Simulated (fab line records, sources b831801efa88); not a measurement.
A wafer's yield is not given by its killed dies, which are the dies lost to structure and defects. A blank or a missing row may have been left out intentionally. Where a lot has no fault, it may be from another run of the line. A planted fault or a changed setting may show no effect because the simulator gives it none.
Problem report, 8D (eight disciplines) form, completed by code :: flow gf180mcu :: the parts of the form that need people (team, actions taken, sign-off) are left out

## 1. PROBLEM STATEMENT
Across 6 wafers from 2 lots, MVSD_RS at GF_VT_IMPLANT_RS_MEAS_46 averages 494.7 ohm/sq, while fault-free wafers read 456.7 ohm/sq with a standard deviation of 1.2. That is +32 standard deviations from the usual mean.
The step: measures by four-point-probe.
Seen first at day 10 16:22 on filmMetro-01, wafer L494.2. The record has a number at this step for 36 wafers belonging to 12 lots. The rule behind "out" and "out of limits": a value lying over 4 standard deviations away from the usual mean. The rest of the wafers with a number are treated as sound.

## 2. WHAT THIS IS AND IS NOT
question: which readings at this step
is: MVSD_RS
is not: -

question: which lots
is: L494, L495
is not: L483, L484, L485, L488, L489, L490, L500, L501, L503, L506

question: which wafers of those lots
is: all that have a number
is not: -

question: read on which gauges
is: filmMetro-01, filmMetro-03
is not: filmMetro-04

question: when
is: from day 10 16:22
is not: up to then (18 sound wafers); but 12 sound wafers of L500, L501, L503, L506 came after

## 3. THE SUSPECTS, EACH WITH WHAT RULES IT OUT
Counting: a tool at a process step up to the reading stays a suspect if it ran every lot that is out and no sound lot after the first of them.
- the gauge at GF_VT_IMPLANT_RS_MEAS_46: ruled out. 2 gauges (filmMetro-01, filmMetro-03) read the wafers that are out.
- implanter-01 at GF_MVSD_IMPLANT_08: kept. It processed each lot that is out, first L494 at day 7 03:35, and no sound lot thereafter; up to then, the last sound lot it processed was L485 at day 4 20:46. Its own readings are out on those wafers: beamEnergyKeV.
- plasmaAsher-04 at GF_VT_IMPLANT_STRIP_42 (strips in O2/N2): ruled out as a lasting fault. Sound lots L503, L506 ran on it after its first lot that is out, L494 (day 10 15:59).
Remaining after the count: implanter-01 at GF_MVSD_IMPLANT_08.

## 4. THE CAUSE (what the simulator had put in)
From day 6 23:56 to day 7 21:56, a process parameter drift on implanter-01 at GF_MVSD_IMPLANT_08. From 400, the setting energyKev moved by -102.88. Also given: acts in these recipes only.
The count eliminated every tool but this one.

## 5. SEQUENCE OF EFFECTS, ordered by route
Rows list readings where the struck wafers' mean (over those with a number) sits beyond 3 standard deviations from the usual. Readings are gone through only where the record gives a usual standard deviation; hours: the median, over the lots, of the time from a lot's start at the first step in this table giving one to that lot's start at this step; sigmas: the change measured in usual standard deviations.
hours: 0
step: GF_MVSD_IMPLANT_08
reading: beamEnergyKeV
usual: 399.98
on struck wafers: 297.14
change: -102.84
sigmas: -99 or more

hours: 85
step: GF_VT_IMPLANT_RS_MEAS_46
reading: MVSD_RS
usual: 456.7 ohm/sq
on struck wafers: 494.7
change: +38.0
sigmas: +32
Here are the process steps it includes:
- GF_MVSD_IMPLANT_08

## 6. HOW IT WOULD HAVE BEEN CAUGHT EARLIER
The first out-of-limits reading at a measuring or inspecting step in this record came at day 10 16:22, 88 hours after the fault's start at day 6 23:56.
The tool's own readings at GF_MVSD_IMPLANT_08 were out on every struck wafer that the step has a row for (beamEnergyKeV): an alarm limit on them would have fired on the first of those.
Each of the lots that are out, 2 in all, had begun GF_MVSD_IMPLANT_08 on implanter-01 no later than day 10 16:22. Had the tool been put on hold then, not one of them would have been saved.
